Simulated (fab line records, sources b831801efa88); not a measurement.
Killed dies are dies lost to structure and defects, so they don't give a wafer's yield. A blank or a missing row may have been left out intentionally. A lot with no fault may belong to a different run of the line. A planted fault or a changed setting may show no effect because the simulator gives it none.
A lot that was struck, set against a sound lot || flow sky130 || 14 steps out of a route of 708
Sound: these wafers, L244.2, L244.3, L244.4. Wafers struck: L249.1, L249.5, L249.6. Last of all comes the cause.
Per side, at each step with rows, come the tool, then ch with its chambers, and then its first start. Under that, the readings that differ: sound wafers || struck wafers || difference of the means || sigmas: that difference in standard deviations of wafers without a fault.
alike: readings whose means differ by less than 2 such deviations, and words and numbers that are the same on both sides. not compared: withheld readings, readings that some wafer has no value for, bounds like >300 that may hide the same value, and numbers for which the record gives no deviation and whose values overlap.
The two part at a step that has a row with sigmas, a row that says differs or no value, or rows on one side only. Numbers that have no deviation but don't overlap get no sigmas and don't part them. A reading missing from all wafers of one side parts the sides only when that side holds two or more wafers.

first, 4 steps without rows for these wafers: SKY_PWDE_SOFTBAKE_03; SKY_PWDE_EXPOSE_04 (exposes mask PWDEM, target cd 840 nm); SKY_PWDE_PEB_05; SKY_PWDE_DEVELOP_06 (develop time 58.67 s).
SKY_PWDE_OVL_MEAS_07:
  sound: overlay-01 at day 4 05:58; struck: overlay-01 at day 5 08:17
  alike: PWDE_OVL
then, 1 step without rows for these wafers: SKY_PWDE_IMPLANT_08.
SKY_PWDE_STRIP_09: strips in O2/N2.
  sound on plasmaAsher-02 ch 0,1, day 4 06:08; struck on plasmaAsher-03 ch 0,1, day 5 08:28
{"reading": "drypumpMotorCurrentA (A)", "sound": "5.0 5.0 6.2", "struck": "6.5 6.5 6.0", "difference": "+0.9", "sigmas": "+2"}
  alike: oesProductAu, stripTimeToEndpointS
  not compared: rfHoursCounterH
SKY_PWDE_TW_MEAS_10:
  sound: filmMetro-03 at day 4 06:15; struck: filmMetro-01 at day 5 08:34
  alike: PWDE_TW
then, 4 steps without rows for these wafers: SKY_NWELL_DEHYDRATE_03 (time 60 s); SKY_NWELL_HMDS_04 (prime time 60 s); SKY_NWELL_COAT_05 (resist thk 3000 nm); SKY_NWELL_SOFTBAKE_06.
SKY_NWELL_EXPOSE_07: exposes mask NWM, target cd 840 nm.
  struck on ilineStepper-01, day 5 17:50; sound on ilineStepper-02 ch 0, day 4 15:08
  no value came back on the struck wafers for exposureDoseMJCm2, focusOffsetNm (nm); on the sound wafers exposureDoseMJCm2 reads 255.33 255.11 255.48
  alike: mask
then, 1 step without rows for these wafers: SKY_NWELL_PEB_08.

WHERE THEY PART
Earliest at SKY_PWDE_STRIP_09; latest, in this record, at SKY_NWELL_EXPOSE_07.

WHY: whatever the simulator had introduced
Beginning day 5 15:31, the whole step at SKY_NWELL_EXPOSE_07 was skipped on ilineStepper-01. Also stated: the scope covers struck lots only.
